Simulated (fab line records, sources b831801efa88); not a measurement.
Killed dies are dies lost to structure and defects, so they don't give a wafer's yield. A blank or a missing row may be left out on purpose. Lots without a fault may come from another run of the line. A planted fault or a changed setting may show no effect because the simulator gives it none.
Which tool did it? | flow sky130 | 11 lots, 33 wafers sampled, at 5 steps of a route of 708

WHAT THE GAUGES READ, wafer by wafer
The record holds no reading of a measuring or inspecting step that can be judged against a usual standard deviation.

WHICH TOOL RAN EACH LOT (tool, then ch and the chambers of the sampled wafers, then the start)
lot  | SKY_VIA3_ETCH_15                   | SKY_VIA3_STRIP_16                    | SKY_METAL4_ETCH_17                 | SKY_METAL5_METAL_ETCH_15          | SKY_PAD_OPEN_PROBE_99
L580 | rie_diel-03 ch 1,3, day 39 10:25   | plasma_asher-02 ch 0,1, day 39 10:29 | rie_diel-03 ch 0,2,3, day 41 13:04 | rie_metal-04 ch 0,1, day 43 15:09 | -
L581 | rie_diel-04 ch 0,1,3, day 39 22:38 | plasma_asher-02 ch 0,1, day 39 22:44 | rie_diel-02 ch 0,3, day 42 01:38   | rie_metal-01 ch 0,1, day 44 03:08 | -
L582 | rie_diel-03 ch 0,1,2, day 40 05:58 | plasma_asher-02 ch 0,1, day 40 06:01 | rie_diel-02 ch 0,1,2, day 42 08:37 | rie_metal-01 ch 0,1, day 44 09:42 | prober-01, day 46 08:26
L585 | rie_diel-04 ch 0,1,2, day 41 05:49 | plasma_asher-02 ch 0,1, day 41 05:52 | rie_diel-03 ch 1,2,3, day 43 07:58 | rie_metal-01 ch 0,1, day 45 07:24 | prober-01, day 47 04:19
L593 | rie_diel-01 ch 0,1,3, day 43 16:35 | plasma_asher-02 ch 0,1, day 43 16:38 | rie_diel-03 ch 1,2,3, day 45 14:55 | rie_metal-03 ch 0,1, day 47 10:57 | -
L595 | rie_diel-03 ch 0,2, day 44 05:04   | plasma_asher-03 ch 0,1, day 44 05:07 | rie_diel-03 ch 0,1, day 46 01:51   | rie_metal-04 ch 0,1, day 47 20:27 | -
L596 | rie_diel-01 ch 0,1, day 44 05:55   | plasma_asher-02 ch 0,1, day 44 06:01 | rie_diel-03 ch 0,2,3, day 46 03:18 | rie_metal-04 ch 0,1, day 47 21:56 | -
L598 | rie_diel-01 ch 0,1,3, day 44 18:31 | plasma_asher-02 ch 0,1, day 44 18:35 | rie_diel-03 ch 0,2,3, day 46 14:55 | rie_metal-01 ch 0,1, day 48 09:15 | -
L599 | rie_diel-04 ch 0,3, day 44 21:55   | plasma_asher-04 ch 0,1, day 44 21:58 | rie_diel-02 ch 1,2, day 46 18:06   | rie_metal-01 ch 0,1, day 48 12:27 | -
L600 | rie_diel-01 ch 1,2,3, day 45 04:01 | plasma_asher-04 ch 0,1, day 45 04:07 | rie_diel-01 ch 0,1,2, day 46 23:58 | rie_metal-01 ch 0,1, day 48 17:52 | -
L601 | rie_diel-04 ch 0,2,3, day 45 10:04 | plasma_asher-03 ch 0,1, day 45 10:07 | rie_diel-02 ch 1,2,3, day 47 05:28 | rie_metal-01 ch 0,1, day 48 21:51 | -
- SKY_VIA3_ETCH_15: etches SiO2 in C4F8/O2/Ar, stops on TiN, target depth 507 nm, time 78 s.
- SKY_VIA3_STRIP_16: strips in O2/N2.
- SKY_METAL4_ETCH_17: etches SiO2 in C4F8/O2/Ar, stops on TiN, time 3.9 s, target depth 15 nm.
- SKY_METAL5_METAL_ETCH_15: etches the open film in Cl2/BCl3, stops on SiO2, target depth 1260 nm, time 252 s.
- SKY_PAD_OPEN_PROBE_99

WHAT THE TOOLS THEMSELVES READ (means of the sampled wafers that have a number; where no wafer has one, the mark that the record gives instead)
SKY_VIA3_ETCH_15. Usual: oes_product_au 0.947 a.u., standard deviation 0.0047.
lot  | tool        | oes_product_au (a.u.) | flag
L580 | rie_diel-03 | 0.948                 |
L581 | rie_diel-04 | 0.942                 |
L582 | rie_diel-03 | 0.947                 |
L585 | rie_diel-04 | 0.944                 |
L593 | rie_diel-01 | 0.949                 |
L595 | rie_diel-03 | 0.947                 |
L596 | rie_diel-01 | 0.947                 |
L598 | rie_diel-01 | 0.950                 |
L599 | rie_diel-04 | 0.948                 |
L600 | rie_diel-01 | 0.955                 |
L601 | rie_diel-04 | 0.950                 |

SKY_VIA3_STRIP_16. Usual: drypump_motor_current_A 5.6 A, standard deviation 0.41; oes_product_au 0.402 a.u., standard deviation 0.0046; strip_time_to_endpoint_s 4.13 s, standard deviation 0.031.
lot  | tool            | drypump_motor_current_A (A) | oes_product_au (a.u.) | strip_time_to_endpoint_s (s) | flag
L580 | plasma_asher-02 | 5.7                         | 0.404                 | 4.12                         |
L581 | plasma_asher-02 | 5.8                         | 0.403                 | 4.15                         |
L582 | plasma_asher-02 | 5.9                         | 0.401                 | 4.13                         |
L585 | plasma_asher-02 | 5.7                         | 0.399                 | 4.11                         |
L593 | plasma_asher-02 | 5.9                         | 0.397                 | 4.11                         |
L595 | plasma_asher-03 | 5.8                         | 0.400                 | 4.11                         |
L596 | plasma_asher-02 | 5.8                         | 0.399                 | 4.10                         |
L598 | plasma_asher-02 | 5.8                         | 0.400                 | 4.12                         |
L599 | plasma_asher-04 | 5.5                         | 0.406                 | 4.15                         |
L600 | plasma_asher-04 | 5.5                         | 0.400                 | 4.09                         |
L601 | plasma_asher-03 | 5.7                         | 0.398                 | 4.12                         |

SKY_METAL4_ETCH_17. Usual: oes_product_au 0.757 a.u., standard deviation 0.0072.
lot  | tool        | oes_product_au (a.u.) | flag
L580 | rie_diel-03 | 0.758                 |
L581 | rie_diel-02 | 0.757                 |
L582 | rie_diel-02 | 0.760                 |
L585 | rie_diel-03 | 0.751                 |
L593 | rie_diel-03 | 0.750                 |
L595 | rie_diel-03 | 0.756                 |
L596 | rie_diel-03 | 0.766                 |
L598 | rie_diel-03 | 0.750                 |
L599 | rie_diel-02 | 0.759                 |
L600 | rie_diel-01 | 0.752                 |
L601 | rie_diel-02 | 0.759                 |

SKY_METAL5_METAL_ETCH_15. Usual: bcl3_flow_sccm 30.02 sccm, standard deviation 0.09; drypump_motor_current_A 5.75 A, standard deviation 0.26; oes_product_au 0.894 a.u., standard deviation 0.0047; throttle_valve_pct 22.264 %, standard deviation 0.0088.
lot  | tool         | bcl3_flow_sccm (sccm) | drypump_motor_current_A (A) | oes_product_au (a.u.) | throttle_valve_pct (%) | flag
L580 | rie_metal-04 | 30.09                 | 5.53                        | 0.893                 | 22.270                 |
L581 | rie_metal-01 | 30.05                 | 5.70                        | 0.892                 | 22.274                 |
L582 | rie_metal-01 | 30.08                 | 5.69                        | 0.892                 | 22.259                 |
L585 | rie_metal-01 | 29.95                 | 5.58                        | 0.892                 | 22.262                 |
L593 | rie_metal-03 | 30.04                 | 5.88                        | 0.894                 | 22.269                 |
L595 | rie_metal-04 | 30.06                 | 5.53                        | 0.893                 | 22.269                 |
L596 | rie_metal-04 | 30.04                 | 5.63                        | 0.893                 | 22.262                 |
L598 | rie_metal-01 | 30.02                 | 5.60                        | 0.888                 | 22.271                 |
L599 | rie_metal-01 | 30.07                 | 5.69                        | 0.899                 | 22.258                 |
L600 | rie_metal-01 | 30.06                 | 5.68                        | 0.895                 | 22.266                 |
L601 | rie_metal-01 | 29.99                 | 5.61                        | 0.890                 | 22.263                 |

SKY_PAD_OPEN_PROBE_99. Usual: defect_limited_yield 82.6 %, standard deviation 1.8; killed_at_M0_to_M3 43, standard deviation 6.4; killed_at_M4_up 2.8, standard deviation 1.7; killed_at_contacts 24, standard deviation 5.5; killed_at_front_end 15, standard deviation 4; killed_at_other 0.3, standard deviation 0.54; killed_dies 86, standard deviation 9.1; killed_open 47, standard deviation 6.6; killed_short 39, standard deviation 6.2; sort_bin_3_pad_short 0.9 %, standard deviation 0.45; sort_bin_5_function 10.4 %, standard deviation 1.4; sort_bin_6_memory 6.2 %, standard deviation 1.1; sort_n_pass 406, standard deviation 9.1; sort_yield_pct 82.6 %, standard deviation 1.8.
lot  | tool      | defect_limited_yield (%) | killed_at_M0_to_M3 | killed_at_M4_up | killed_at_contacts | killed_at_front_end | killed_at_other | killed_dies | killed_open | killed_short | sort_bin_3_pad_short (%) | sort_bin_5_function (%) | sort_bin_6_memory (%) | sort_n_pass | sort_yield_pct (%) | flag
L582 | prober-01 | 77.6                     | 65                 | 4.7             | 23                 | 17                  | 0.3             | 110         | 51          | 46           | 2.3                      | 12.5                    | 7.6                   | 382         | 77.6               | OFF
L585 | prober-01 | 78.2                     | 70                 | 4.3             | 21                 | 11                  | 0.7             | 107         | 44          | 34           | 2.8                      | 12.7                    | 6.2                   | 385         | 78.2               | OFF

THE ANSWER, worked out from the rows above alone
Rule: a lot is off if the mean of its wafers that have a number lies more than 3 standard deviations from the usual mean. A lot without any number at a reading at which 4 lots or more have one is off too. The other lots that the step has rows for count as sound. The gauges are gone through in route order, then the tools' own readings, and for those a lot's mean is taken as printed above. The first step at which some lot is off is used, and at that step the reading that is off furthest; a lot without a number counts as furthest.
Off: L582, L585, at SKY_PAD_OPEN_PROBE_99 (sort_bin_3_pad_short). Neither off nor sound, because the step has no rows for them: L580, L581, L593, L595, L596, L598, L599, L600, L601.
A tool fits if, at that step or a process step before it, it ran every lot that is off, and no sound lot after the first of them. Can't be told from this: 3 tools fit, plasma_asher-02 at SKY_VIA3_STRIP_16, rie_metal-01 at SKY_METAL5_METAL_ETCH_15, prober-01 at SKY_PAD_OPEN_PROBE_99.

WHAT THE SIMULATOR HAD PUT IN
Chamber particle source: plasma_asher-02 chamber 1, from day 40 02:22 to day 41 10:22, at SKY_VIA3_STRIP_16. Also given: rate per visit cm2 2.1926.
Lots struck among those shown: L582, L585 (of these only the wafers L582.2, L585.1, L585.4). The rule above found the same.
